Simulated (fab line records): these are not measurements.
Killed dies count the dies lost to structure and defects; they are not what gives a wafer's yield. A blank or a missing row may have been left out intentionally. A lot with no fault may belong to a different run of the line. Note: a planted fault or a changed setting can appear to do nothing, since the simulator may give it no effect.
One fault seen from 2 desks || flow gf180mcu || numbers are kept per desk, each desk with only its own; the story behind them comes last

== AT THE TOOL OWNER'S DESK: litho_track-03 ==
The tool's own readings at GF_V3_SOFTBAKE_10 (time 60 s): means of the sampled wafers that have a number, for each lot that ran on this tool. Marked OUT: a lot whose mean sits more than 4 standard deviations from the usual mean, which makes it out of limits; the brackets give that distance.
Columns: A = heater_power_total_W at GF_V3_SOFTBAKE_10, usual 93.05 W; B = plate_temp_C at GF_V3_SOFTBAKE_10, usual 130.02 C
{"lot": "L441", "first seen here": "day 24 13:00", "A": 93.10, "B": 129.87}
{"lot": "L448", "first seen here": "day 26 21:00", "A": 93.04, "B": 130.11}
{"lot": "L452", "first seen here": "day 28 00:00", "A": "97.71 (+75) OUT", "B": "134.90 (+38) OUT"}
{"lot": "L453", "first seen here": "day 28 05:00", "A": "97.70 (+75) OUT", "B": "134.97 (+38) OUT"}
This desk's verdict: out of limits on L452, L453, starting with L452 at day 28 00:00 (heater_power_total_W at GF_V3_SOFTBAKE_10). In limits: L441, L448.

== FROM THE METROLOGY DESK ==
What the gauges read, lot by lot, whatever tool the lot ran on: means of the sampled wafers that have a number. Marked OUT: a lot whose mean sits more than 4 standard deviations from the usual mean, which makes it out of limits; the brackets give that distance.
Columns: A = cd_nm at GF_V3_CD_MEAS_14, usual 259.5 nm; B = V3_W_RS at GF_V3_RS_MEAS_24, usual 0.331 ohm/sq
{"lot": "L434", "first seen here": "day 22 13:56", "A": 257.5, "B": 0.325}
{"lot": "L437", "first seen here": "day 23 09:50", "A": 260.2, "B": 0.334}
{"lot": "L440", "first seen here": "day 24 10:35", "A": 259.9, "B": 0.333}
{"lot": "L441", "first seen here": "day 25 00:20", "A": 260.4, "B": 0.327}
{"lot": "L442", "first seen here": "day 25 06:29", "A": 258.8, "B": 0.328}
{"lot": "L443", "first seen here": "day 25 12:50", "A": 259.4, "B": 0.332}
{"lot": "L445", "first seen here": "day 26 10:08", "A": 260.5, "B": 0.328}
{"lot": "L448", "first seen here": "day 27 07:46", "A": 260.5, "B": 0.338}
{"lot": "L452", "first seen here": "day 28 10:04", "A": "277.1 (+15) OUT", "B": 0.333}
{"lot": "L453", "first seen here": "day 28 14:52", "A": "273.5 (+12) OUT", "B": 0.328}
{"lot": "L455", "first seen here": "day 29 07:53", "A": 260.5, "B": 0.323}
{"lot": "L456", "first seen here": "day 29 18:49", "A": 258.4, "B": 0.327}
This desk's verdict: out of limits on L452, L453, starting with L452 at day 28 10:04 (cd_nm at GF_V3_CD_MEAS_14). In limits: L434, L437, L440, L441, L442, L443, L445, L448, L455, L456.

== ALL TOGETHER ==
An alarm could have come from the tool owner's desk at day 28 00:00, on L452, L453.
An alarm was possible from the metrology desk at day 28 10:04, on L452, L453.
GF_V3_SOFTBAKE_10 was run on litho_track-03 by each of the lots named.

== WHAT WAS PUT IN BY THE SIMULATOR ==
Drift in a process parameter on litho_track-03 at GF_V3_SOFTBAKE_10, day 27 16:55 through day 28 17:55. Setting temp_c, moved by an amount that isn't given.
Shown lots that were struck: L452, L453.
Time in hours from fault onset to the first out-of-limits reading at each desk: tool owner's desk 7, metrology desk 17.
